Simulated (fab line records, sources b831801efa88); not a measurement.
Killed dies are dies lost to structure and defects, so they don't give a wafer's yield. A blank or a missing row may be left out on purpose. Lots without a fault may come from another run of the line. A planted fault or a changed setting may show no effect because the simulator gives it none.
fab line records | flow gf180mcu
record lots=7 wafers=18 last_day=34
route steps=602 shown HV_LDD@233 NSD@235 PSD@248 PASSIVATION@602
lots that met no fault: from a run of the same line without faults
start_h: hours from the record's first day to the start of the lot's first wafer shown | wait_h: hours since the lot's step before | " the same as in the row above | L1.1+2: a row that stands for several wafers | - no value, or no start given | * or withheld: withheld | < > ~ a bound
route shown NAME@n: a module of which the file shows steps, and the number in the route of the first | usual: mean/standard deviation of fault-free wafers | same: alike in all rows | chamber/n: place in a boat | sites: the reading at each site | _std_site: their standard deviation | _edge_site: outer sites' mean less inner sites' | radius_mm: how far each site lies from the wafer's centre | mask NAME#n: copy n | behind: the tool/chamber that last shaped the wafer | hold: why the lot was held/for how many hours/how that ended | device: the transistor (n, p or np) that didn't switch | end of line: the same wafers' tests at the end of the route | a step without rows: its recipe alone | killed: dies lost to structure and defects at the first sort, not the wafer's yield | map: a wafer's dies, x killed, . not, _ none there
set.NAME: the setting as run; set.NAME@STEP: as run at that earlier step | model.NAME: the simulator's own value behind a step, which no gauge read
lots at some steps of the route; a table a step, a row a wafer
services: from which hour (start_h, from the record's first day; less than 0 if before it) a tool's chamber was out of use, for how many hours, and why
## steps
# step GF_HV_LDD_THK_MEAS_57
# recipe reads=Si3N4_of_HV_LDD_CVD_56
# usual HV_LDD_CVD_56_THK=90.3/0.79
# columns lot.wafer tool chamber start_h wait_h HV_LDD_CVD_56_THK[nm]
L863.3 film_metro-01 - 276.81 0.0 90.6
L863.4 " - " " 91.1
L863.5 " - " " 91.4
L869.1 film_metro-02 - 320.55 0.0 91.1
L869.3 " - " " 90.2
L869.4 " - " " 90.5
L880.3 film_metro-01 - 412.32 0.0 90.8
L880.6 " - " " 91.6
L881.1 film_metro-04 - 418.23 0.0 90.9
L881.6 " - " " 91.1
L882.1 film_metro-01 - 441.98 0.0 89.5
L882.4 " - " " 89.8
L885.1 film_metro-04 - 455.45 0.0 90.7
L885.3 " - " " 91.0
L885.5 " - " " 90.0
L886.1 film_metro-01 - 462.20 0.0 90.3
L886.4 " - " " 90.4
L886.5 " - " " 90.2
# step GF_HV_LDD_ETCHBACK_58
# recipe chemistry=CH3F/O2 target=Si3N4 stop_on=SiO2 source_w=400 bias_w=80 pressure_mtorr=25 ch3f_flow_sccm=40 O2_flow_sccm=30 time_s=100 target_depth_a=900
# usual drypump_motor_current_A=5.9/0.44 oes_product_au=0.844/0.0062 throttle_valve_pct=10.562/0.0098
# columns lot.wafer tool chamber start_h wait_h drypump_motor_current_A oes_product_au rf_hours_counter_h throttle_valve_pct
L863.3 rie_diel-04 2 276.85 0.0 5.9 0.845 90 10.557
L863.4 " 0 " " 6.4 0.848 84 10.570
L863.5 " 2 " " 5.9 0.851 - 10.560
L869.1 rie_diel-03 0 320.61 0.1 6.4 0.854 12 10.551
L869.3 " 3 " " 5.4 0.841 10 10.562
L869.4 " 2 " " 5.8 0.845 66 10.563
L880.3 rie_diel-04 0 412.36 0.0 6.4 0.848 88 10.566
L880.6 " 1 " " 5.9 0.843 - 10.561
L881.1 rie_diel-03 0 418.29 0.1 6.4 0.836 15 10.568
L881.6 " 0 " " 6.5 0.846 - 10.571
L882.1 rie_diel-04 2 442.04 0.1 5.9 0.844 95 10.565
L882.4 " 0 " " 6.4 0.842 88 10.549
L885.1 rie_diel-02 0 455.51 0.1 6.4 0.861 83 10.569
L885.3 " 3 " " 5.5 0.846 91 10.558
L885.5 " 2 " " 6.1 0.839 - 10.563
L886.1 rie_diel-04 1 462.26 0.1 5.9 0.847 6 10.567
L886.4 " 2 " " 5.9 0.844 95 10.560
L886.5 " 3 " " 6.0 0.846 - 10.568
# step GF_NSD_DEHYDRATE_00
# recipe temp_c=200 time_s=60
# step GF_NSD_HMDS_01
# recipe prime_time_s=60 prime_temp_c=120
# step GF_NSD_COAT_02
# recipe resist=NOVOLAK spin_rpm=3000 resist_thk_nm=1000
# step GF_NSD_SOFTBAKE_03
# recipe temp_c=90 time_s=60 resist=NOVOLAK
# step GF_NSD_EXPOSE_04
# recipe mask_id=Nplus target_cd_nm=400 na=0.6 source_shape=conventional sigma_outer=0.6 dose_mj=140
# step GF_NSD_PEB_05
# recipe temp_c=withheld time_s=* resist=NOVOLAK
# step GF_NSD_DEVELOP_06
# recipe develop_time_s=60 dev_temp_c=23
# step GF_NSD_CD_MEAS_07
# recipe target_cd_nm=400
# usual cd_nm=399.1/2
# columns lot.wafer tool chamber start_h wait_h cd_nm
L863.3 cd_sem-02 - 296.46 0.1 399.7
L863.4 " - " " 399.7
L863.5 " - " " 400.5
L869.1 cd_sem-01 - 341.53 0.1 397.8
L869.3 " - " " 396.7
L869.4 " - " " 399.2
L880.3 cd_sem-02 - 435.47 0.1 402.4
L880.6 " - " " 397.6
L881.1 cd_sem-02 - 442.56 0.1 400.4
L881.6 " - " " 401.2
L882.1 cd_sem-02 - 465.76 0.1 397.8
L882.4 " - " " 398.4
L885.1 cd_sem-02 - 479.83 0.1 396.9
L885.3 " - " " 396.9
L885.5 " - " " 398.5
L886.1 cd_sem-01 - 486.06 0.1 397.6
L886.4 " - " " 397.9
L886.5 " - " " 397.2
# step GF_NSD_OVL_MEAS_08
# usual NSD_OVL=0.6/1.3
# columns lot.wafer tool chamber start_h wait_h NSD_OVL[nm]
L863.3 overlay-02 - 296.55 0.1 1.2
L863.4 " - " " -2.2
L863.5 " - " " -0.5
L869.1 overlay-02 - 341.65 0.1 1.2
L869.3 " - " " 1.9
L869.4 " - " " 0.4
L880.3 overlay-02 - 435.56 0.1 1.4
L880.6 " - " " 1.9
L881.1 overlay-02 - 442.68 0.1 0.3
L881.6 " - " " -0.4
L882.1 overlay-01 - 465.88 0.1 -0.3
L882.4 " - " " 0.7
L885.1 overlay-01 - 479.95 0.1 1.6
L885.3 " - " " 2.7
L885.5 " - " " 1.3
L886.1 overlay-02 - 486.18 0.1 -1.3
L886.4 " - " " -0.6
L886.5 " - " " 1.2
# step GF_NSD_IMPLANT_09
# recipe species=As energy_kev=60 dose_cm2=4e+15 tilt_deg=7
# step GF_NSD_IMPLANT_10
# recipe species=P energy_kev=40 dose_cm2=5e+14 tilt_deg=7
# usual beam_on_s=10.01/0.2 faraday_current_uA=2785/55 tilt_deg=7.003/0.019
# columns lot.wafer tool chamber start_h wait_h beam_on_s faraday_current_uA tilt_deg
L863.3 implanter-03 0 296.78 0.1 10.15 2749 7.013
L863.4 " 0 " " 9.85 2833 7.030
L863.5 " 0 " " 9.88 2830 6.990
L869.1 implanter-04 0 341.84 0.1 10.60 2624 7.018
L869.3 " 0 " " 10.37 2696 7.001
L869.4 " 0 " " 10.04 2781 7.017
L880.3 implanter-04 0 435.78 0.1 8.18 3392 6.983
L880.6 " 0 " " 9.82 2835 7.012
L881.1 implanter-04 0 442.87 0.1 8.15 3394 7.020
L881.6 " 0 " " 9.53 2917 7.028
L882.1 implanter-04 0 466.07 0.1 8.34 3351 6.985
L882.4 " 0 " " 9.87 2821 6.989
L885.1 implanter-02 0 480.13 0.1 10.08 2771 6.992
L885.3 " 0 " " 9.72 2859 6.987
L885.5 " 0 " " 10.18 2731 7.013
L886.1 implanter-03 0 486.37 0.1 10.09 2765 7.002
L886.4 " 0 " " 10.06 2761 7.014
L886.5 " 0 " " 9.90 2814 7.017
# step GF_NSD_STRIP_11
# recipe chemistry=O2/N2 power_w=1400 pressure_mtorr=1500 platen_temp_c=250 o2_flow_sccm=3000 n2_flow_sccm=300 overash_fraction=0.5
# usual drypump_motor_current_A=5.5/0.48 heater_power_w=339/57 oes_product_au=0.487/0.005 strip_time_to_endpoint_s=22.97/0.035
# columns lot.wafer tool chamber start_h wait_h drypump_motor_current_A heater_power_w oes_product_au rf_hours_counter_h strip_time_to_endpoint_s
L863.3 plasma_asher-01 0 296.91 0.1 6.2 410 0.490 - 23.00
L863.4 " 1 " " 5.7 339 0.475 - 22.99
L863.5 " 0 " " 6.2 414 0.491 - 22.98
L869.1 plasma_asher-01 0 341.99 0.1 6.3 424 0.494 23 23.06
L869.3 " 0 " " 6.2 414 0.479 - 23.03
L869.4 " 1 " " 5.7 337 0.480 - 23.01
L880.3 plasma_asher-02 0 435.92 0.1 5.2 310 0.493 - 22.90
L880.6 " 1 " " 5.2 418 0.486 - 22.96
L881.1 plasma_asher-03 0 443.02 0.1 5.0 279 0.489 86 22.89
L881.6 " 0 " " 5.0 277 0.489 - 22.94
L882.1 plasma_asher-02 0 466.22 0.1 5.1 327 0.490 60 22.84
L882.4 " 1 " " 5.2 409 0.491 - 22.91
L885.1 plasma_asher-03 0 480.28 0.1 5.0 273 0.494 89 22.96
L885.3 " 1 " " 6.1 286 0.489 - 22.96
L885.5 " 0 " " 5.0 273 0.486 - 22.96
L886.1 plasma_asher-03 0 486.52 0.1 5.0 271 0.486 90 23.02
L886.4 " 1 " " 6.1 294 0.490 - 22.98
L886.5 " 0 " " 5.0 274 0.491 - 23.01
# step GF_NSD_TW_MEAS_12
# usual NSD_TW=4278/32
# columns lot.wafer tool chamber start_h wait_h NSD_TW
L863.3 film_metro-03 - 297.00 0.1 4250
L863.4 " - " " 4228
L863.5 " - " " 4288
L869.1 film_metro-01 - 342.09 0.1 4313
L869.3 " - " " 4289
L869.4 " - " " 4289
L880.3 film_metro-02 - 436.00 0.1 4285
L880.6 " - " " 4300
L881.1 film_metro-02 - 443.12 0.1 4335
L881.6 " - " " 4342
L882.1 film_metro-01 - 466.32 0.1 4296
L882.4 " - " " 4319
L885.1 film_metro-01 - 480.38 0.1 4322
L885.3 " - " " 4292
L885.5 " - " " 4314
L886.1 film_metro-01 - 486.62 0.1 4321
L886.4 " - " " 4322
L886.5 " - " " 4313
# step GF_PSD_DEHYDRATE_00
# recipe temp_c=200 time_s=60
# step GF_PSD_HMDS_01
# recipe prime_time_s=60 prime_temp_c=120
# step GF_PSD_COAT_02
# recipe resist=NOVOLAK spin_rpm=3000 resist_thk_nm=1000
# step GF_PSD_SOFTBAKE_03
# recipe temp_c=90 time_s=60 resist=NOVOLAK
# step GF_PSD_EXPOSE_04
# recipe mask_id=Pplus target_cd_nm=400 na=0.6 source_shape=conventional sigma_outer=0.6 dose_mj=140
# step GF_PSD_PEB_05
# recipe temp_c=withheld time_s=* resist=NOVOLAK
# step GF_PSD_DEVELOP_06
# recipe develop_time_s=60 dev_temp_c=23
# step GF_PSD_CD_MEAS_07
# recipe target_cd_nm=400
# usual cd_nm=399.3/2.3
# columns lot.wafer tool chamber start_h wait_h cd_nm
L863.3 cd_sem-01 - 317.15 0.1 400.4
L863.4 " - " " 400.5
L863.5 " - " " 400.9
L869.1 cd_sem-02 - 363.96 0.1 397.1
L869.3 " - " " 399.9
L869.4 " - " " 398.2
L880.3 cd_sem-02 - 459.62 0.1 399.0
L880.6 " - " " 400.7
L881.1 cd_sem-02 - 467.64 0.1 402.3
L881.6 " - " " 400.9
L882.1 cd_sem-01 - 490.01 0.1 400.3
L882.4 " - " " 400.7
L885.1 cd_sem-01 - 504.21 0.1 398.7
L885.3 " - " " 400.8
L885.5 " - " " 399.6
L886.1 cd_sem-01 - 509.96 0.1 397.4
L886.4 " - " " 396.3
L886.5 " - " " 398.3
# step GF_PSD_OVL_MEAS_08
# usual PSD_OVL=-0.5/1.2
# columns lot.wafer tool chamber start_h wait_h PSD_OVL[nm]
L863.3 overlay-02 - 317.25 0.1 0.5
L863.4 " - " " -0.5
L863.5 " - " " 0.0
L869.1 overlay-02 - 364.08 0.1 -1.7
L869.3 " - " " -1.9
L869.4 " - " " -0.8
L880.3 overlay-01 - 459.71 0.1 0.0
L880.6 " - " " -1.3
L881.1 overlay-02 - 467.76 0.1 -1.0
L881.6 " - " " -1.5
L882.1 overlay-02 - 490.13 0.1 0.1
L882.4 " - " " 0.1
L885.1 overlay-02 - 504.33 0.1 -0.9
L885.3 " - " " 0.2
L885.5 " - " " 1.1
L886.1 overlay-01 - 510.08 0.1 -1.8
L886.4 " - " " -0.2
L886.5 " - " " 1.0
# step GF_PSD_IMPLANT_09
# recipe species=BF2 energy_kev=40 dose_cm2=1.5e+15 tilt_deg=7
# step GF_PSD_STRIP_10
# recipe chemistry=O2/N2 power_w=1400 pressure_mtorr=1500 platen_temp_c=250 o2_flow_sccm=3000 n2_flow_sccm=300 overash_fraction=0.5
# usual drypump_motor_current_A=5.6/0.44 heater_power_w=370/49 oes_product_au=0.592/0.0047 strip_time_to_endpoint_s=16.54/0.033
# columns lot.wafer tool chamber start_h wait_h drypump_motor_current_A heater_power_w oes_product_au rf_hours_counter_h strip_time_to_endpoint_s
L863.3 plasma_asher-02 0 317.45 0.1 5.1 316 0.591 - 16.51
L863.4 " 1 " " 5.2 411 0.589 - 16.55
L863.5 " 0 " " 5.2 311 0.584 - 16.53
L869.1 plasma_asher-01 1 364.27 0.1 5.7 328 0.590 25 16.50
L869.3 " 0 " " 6.2 419 0.587 - 16.51
L869.4 " 1 " " 5.7 344 0.591 - 16.51
L880.3 plasma_asher-04 0 459.92 0.1 5.8 405 0.595 - 16.51
L880.6 " 1 " " 6.2 314 0.588 - 16.55
L881.1 plasma_asher-02 1 467.95 0.1 5.2 408 0.592 60 16.53
L881.6 " 0 " " 5.2 317 0.591 - 16.64
L882.1 plasma_asher-02 0 490.32 0.1 5.1 322 0.592 62 16.52
L882.4 " 1 " " 5.1 415 0.597 - 16.54
L885.1 plasma_asher-04 1 504.52 0.1 6.2 312 0.577 8 16.49
L885.3 " 1 " " 6.2 317 0.593 - 16.55
L885.5 " 0 " " 5.9 409 0.583 - 16.53
L886.1 plasma_asher-01 0 510.27 0.1 6.2 424 0.591 42 16.51
L886.4 " 1 " " 5.7 326 0.597 - 16.54
L886.5 " 0 " " 6.3 422 0.590 - 16.55
# step GF_PSD_TW_MEAS_11
# usual PSD_TW=3196/25
# columns lot.wafer tool chamber start_h wait_h PSD_TW
L863.3 film_metro-03 - 317.54 0.1 3174
L863.4 " - " " 3185
L863.5 " - " " 3163
L869.1 film_metro-01 - 364.37 0.1 3225
L869.3 " - " " 3224
L869.4 " - " " 3214
L880.3 film_metro-03 - 460.00 0.1 3160
L880.6 " - " " 3153
L881.1 film_metro-02 - 468.05 0.1 3241
L881.6 " - " " 3253
L882.1 film_metro-03 - 490.42 0.1 3190
L882.4 " - " " 3188
L885.1 film_metro-03 - 504.62 0.1 3163
L885.3 " - " " 3166
L885.5 " - " " 3185
L886.1 film_metro-01 - 510.37 0.1 3246
L886.4 " - " " 3224
L886.5 " - " " 3233
# step GF_PSD_CLEAN_12
# recipe chemistry=SC1/SC2 mix=1:4:20 temp_c=70 time_s=150 dry=n2_spin
# step GF_PSD_RTA_13
# recipe temp_c=1025 time_s=20 ambient=N2
# usual lamp_power_pct=37/3 wafer_temp_C_max=1029.7/1.8
# columns lot.wafer tool chamber start_h wait_h lamp_power_pct wafer_temp_C_max
L863.3 rtp_anneal-02 0 317.66 0.0 40 1029.0
L863.4 " 0 " " 40 1028.7
L863.5 " 0 " " 40 1027.9
L869.1 rtp_anneal-01 0 364.53 0.0 34 1031.2
L869.3 " 0 " " 34 1032.3
L869.4 " 0 " " 34 1031.7
L880.3 rtp_anneal-01 0 460.13 0.0 34 1032.1
L880.6 " 0 " " 34 1030.0
L881.1 rtp_anneal-02 0 468.16 0.0 40 1030.0
L881.6 " 0 " " 40 1028.1
L882.1 rtp_anneal-01 0 490.53 0.0 34 1030.5
L882.4 " 0 " " 34 1031.3
L885.1 rtp_anneal-01 0 504.73 0.0 34 1032.0
L885.3 " 0 " " 34 1032.2
L885.5 " 0 " " 34 1031.7
L886.1 rtp_anneal-01 0 510.48 0.0 34 1030.7
L886.4 " 0 " " 34 1033.6
L886.5 " 0 " " 34 1033.7
# step GF_PSD_RS_MEAS_14
# recipe thk_meas_gauge=four-point-probe
# usual NSD_RS=46.18/0.092
# columns lot.wafer tool chamber start_h wait_h NSD_RS[ohm/sq]
L863.3 film_metro-02 - 317.75 0.1 46.35
L863.4 " - " " 46.18
L863.5 " - " " 46.11
L869.1 film_metro-02 - 364.61 0.1 46.07
L869.3 " - " " 46.19
L869.4 " - " " 46.13
L880.3 film_metro-02 - 460.22 0.1 46.99
L880.6 " - " " 46.05
L881.1 film_metro-02 - 468.25 0.1 47.20
L881.6 " - " " 46.19
L882.1 film_metro-02 - 490.61 0.1 47.03
L882.4 " - " " 46.11
L885.1 film_metro-03 - 504.81 0.1 46.30
L885.3 " - " " 46.35
L885.5 " - " " 46.32
L886.1 film_metro-01 - 510.56 0.1 46.13
L886.4 " - " " 46.20
L886.5 " - " " 46.19
# step GF_PSD_RS_MEAS_15
# recipe thk_meas_gauge=four-point-probe
# usual PSD_RS=108.62/0.28
# columns lot.wafer tool chamber start_h wait_h PSD_RS[ohm/sq]
L863.3 film_metro-02 - 317.87 0.1 108.60
L863.4 " - " " 108.67
L863.5 " - " " 108.94
L869.1 film_metro-02 - 364.73 0.1 108.51
L869.3 " - " " 108.61
L869.4 " - " " 108.83
L880.3 film_metro-02 - 460.34 0.1 108.70
L880.6 " - " " 108.23
L881.1 film_metro-02 - 468.37 0.1 109.06
L881.6 " - " " 108.72
L882.1 film_metro-02 - 490.73 0.1 108.65
L882.4 " - " " 108.55
L885.1 film_metro-03 - 504.93 0.1 108.35
L885.3 " - " " 109.00
L885.5 " - " " 108.55
L886.1 film_metro-01 - 510.68 0.1 108.83
L886.4 " - " " 108.65
L886.5 " - " " 108.88
# step GF_PASSIVATION_PROBE_99
# columns lot.wafer tool chamber start_h wait_h model.etest.nplus_u.rs_ohm_sq
L863.3 prober-02 - 672.90 0.2 59.64
L863.4 prober-02 - 672.95 0.2 59.8
L863.5 prober-02 - 673.00 0.2 60.09
L869.1 prober-02 - 717.56 0.1 60.56
L869.3 prober-02 - 717.66 0.2 60.1
L869.4 prober-02 - 717.71 0.2 60.61
L880.3+6 prober-01 - 785.26 0.2 -
L881.1 prober-02 - 789.75 0.1 61.53
L881.6 prober-02 - 790.00 0.2 60.28
L882.1 prober-01 - 802.45 0.1 60.97
L882.4 prober-01 - 802.60 0.2 59.77
L885.1 prober-01 - 812.50 0.1 59.68
L885.3 prober-01 - 812.60 0.2 59.53
L885.5 prober-01 - 812.70 0.2 59.73
L886.1 prober-02 - 817.10 0.1 59.41
L886.4 prober-02 - 817.25 0.2 59.9
L886.5 prober-02 - 817.30 0.2 60.54
# killed by level:class
L863.3 V5:geometric_particle:open=6 V1:geometric_particle:open=5 V2:geometric_particle:open=4 V3:geometric_particle:open=4 V5:geometric_particle:short=4 V2:geometric_particle:short=3 M5:geometric_particle:short=3 STI:geometric_particle:short=2
L863.4 CONTACT:geometric_particle:open=8 STI:geometric_particle:short=7 V1:geometric_particle:open=5 V5:geometric_particle:open=5 STI:geometric_particle:open=4 V1:geometric_particle:short=3 V2:geometric_particle:short=3 CONTACT:geometric_particle:short=2
L863.5 V2:geometric_particle:open=5 CONTACT:geometric_particle:open=4 V5:geometric_particle:open=4 STI:geometric_particle:short=3 M1:geometric_particle:short=3 V1:geometric_particle:open=3 V3:geometric_particle:open=3 M5:geometric_particle:short=3
L869.1 V3:geometric_particle:open=8 V4:geometric_particle:open=5 V3:geometric_particle:short=4 V2:geometric_particle:open=3 STI:geometric_particle:open=2 POLY_GATE:geometric_particle:short=2 V1:geometric_particle:short=2 M3:geometric_particle:short=2
L869.3 V5:geometric_particle:open=8 V2:geometric_particle:open=5 M3:geometric_particle:short=4 V3:geometric_particle:open=4 V4:geometric_particle:open=4 STI:geometric_particle:open=3 CONTACT:geometric_particle:open=3 M1:geometric_particle:short=3
L869.4 V5:geometric_particle:open=7 V3:geometric_particle:open=5 CONTACT:geometric_particle:open=4 V3:geometric_particle:short=4 M2:geometric_particle:short=3 V2:geometric_particle:open=3 CONTACT:geometric_particle:short=2 V1:geometric_particle:short=2
L881.1 V1:geometric_particle:open=4 CONTACT:geometric_particle:open=4 V4:geometric_particle:open=4 V5:geometric_particle:open=4 M1:geometric_particle:short=3 V2:geometric_particle:short=3 V2:geometric_particle:open=3 M4:geometric_particle:short=2
L881.6 V3:geometric_particle:short=4 V3:geometric_particle:open=4 CONTACT:geometric_particle:open=3 V1:geometric_particle:short=3 V1:geometric_particle:open=3 V2:geometric_particle:open=3 STI:geometric_particle:open=2 STI:geometric_particle:short=2
L882.1 V1:geometric_particle:open=5 CONTACT:geometric_particle:short=5 STI:geometric_particle:open=4 CONTACT:geometric_particle:open=3 M3:geometric_particle:short=3 V4:geometric_particle:open=3 V4:geometric_particle:short=3 STI:geometric_particle:short=2
L882.4 CONTACT:geometric_particle:open=7 STI:geometric_particle:short=5 V1:geometric_particle:open=4 V2:geometric_particle:open=4 V3:geometric_particle:open=3 V4:geometric_particle:open=3 V5:geometric_particle:short=3 CONTACT:geometric_particle:short=2
L885.1 V5:geometric_particle:open=6 V4:geometric_particle:open=4 M5:geometric_particle:short=4 V5:geometric_particle:short=4 V1:geometric_particle:open=3 M2:geometric_particle:short=3 CONTACT:geometric_particle:open=2 V1:geometric_particle:short=2
L885.3 V1:geometric_particle:open=6 V2:geometric_particle:open=5 V5:geometric_particle:open=4 M1:geometric_particle:short=3 V1:geometric_particle:short=3 V5:geometric_particle:short=3 V3:geometric_particle:short=2 CONTACT:geometric_particle:short=2
L885.5 V5:geometric_particle:short=6 V1:geometric_particle:open=5 CONTACT:geometric_particle:open=4 V5:geometric_particle:open=4 V4:geometric_particle:open=4 M1:geometric_particle:short=2 V2:geometric_particle:open=2 M3:geometric_particle:short=2
L886.1 CONTACT:geometric_particle:open=8 V4:geometric_particle:open=6 M1:geometric_particle:short=4 V4:geometric_particle:short=3 V3:geometric_particle:short=3 M5:geometric_particle:short=3 V5:geometric_particle:open=3 STI:geometric_particle:short=2
L886.4 CONTACT:geometric_particle:short=6 V2:geometric_particle:open=6 V5:geometric_particle:open=5 CONTACT:geometric_particle:open=4 M1:geometric_particle:short=3 V2:geometric_particle:short=3 V3:geometric_particle:open=3 V4:geometric_particle:open=3
L886.5 V1:geometric_particle:open=8 V4:geometric_particle:open=6 V5:geometric_particle:open=5 CONTACT:geometric_particle:open=4 V2:geometric_particle:open=4 V3:geometric_particle:open=4 V4:geometric_particle:short=4 STI:geometric_particle:open=3
## services
# columns tool chamber start_h hours kind
implanter-04 - 280.14 3.9 repair
implanter-03 - 280.16 5.7 repair
rie_diel-03 - 287.69 0.8 repair
rie_diel-04 - 317.94 1.0 repair
implanter-03 - 323.56 3.7 pm
rie_diel-03 2 342.60 18.9 repair
rtp_anneal-02 - 351.16 4.9 pm
rie_diel-03 0 362.85 3.9 repair
plasma_asher-01 - 372.17 0.5 repair
plasma_asher-04 - 376.84 4.5 repair
implanter-04 - 389.20 24.6 pm
implanter-03 - 389.85 1.0 repair
implanter-03 - 399.17 6.4 repair
plasma_asher-04 - 421.25 9.0 pm
rie_diel-04 - 431.60 0.3 repair
rie_diel-04 - 444.40 14.6 pm
implanter-03 - 464.01 0.7 repair
implanter-04 - 475.29 5.9 repair
rie_diel-03 0 483.54 4.2 repair
rie_diel-03 - 484.28 2.8 pm
plasma_asher-02 - 490.70 4.3 pm
plasma_asher-04 - 495.02 2.2 repair
plasma_asher-02 - 497.60 28.1 pm
implanter-03 - 506.26 3.7 pm
## key
first_sign step=GF_NSD_IMPLANT_10 reading=faraday_current_uA direction=up sigmas=11 usual=2785 struck=3379
effect step=GF_NSD_IMPLANT_10 reading=beam_on_s direction=down sigmas=8.9 usual=10.01 struck=8.22
effect step=GF_NSD_STRIP_11 reading=strip_time_to_endpoint_s direction=down sigmas=2.9 usual=* struck=*
effect step=GF_PSD_RS_MEAS_14 reading=NSD_RS direction=up sigmas=9.7 usual=46.18 struck=47.07
model_effect step=GF_PASSIVATION_PROBE_99 value=etest.nplus_u.rs_ohm_sq without=59.99 struck=61.25
met_at GF_NSD_IMPLANT_10
struck_wafers L880.3,L881.1,L882.1
sort_left_out L880.3
tester_left_out L880,L881,L882
onset_between 341.84 435.78
fault kind=process_parameter_drift tool=implanter-04 chamber=- onset_h=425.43 steps=GF_NSD_IMPLANT_10 channel=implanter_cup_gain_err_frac offset=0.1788 shape=step end_h=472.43 scope=struck_wafers_only
# tester_left_out: of these lots the tester's yield and bins aren't shown, on N5 and GAA mostly nor the transistor test; their killed dies are dies lost to structure and defects alone, not to doping, threshold or leakage, so they don't give the yield
# sort_left_out: the simulated sort isn't trusted on such a fault, so these wafers' sort isn't shown, and their yield isn't known
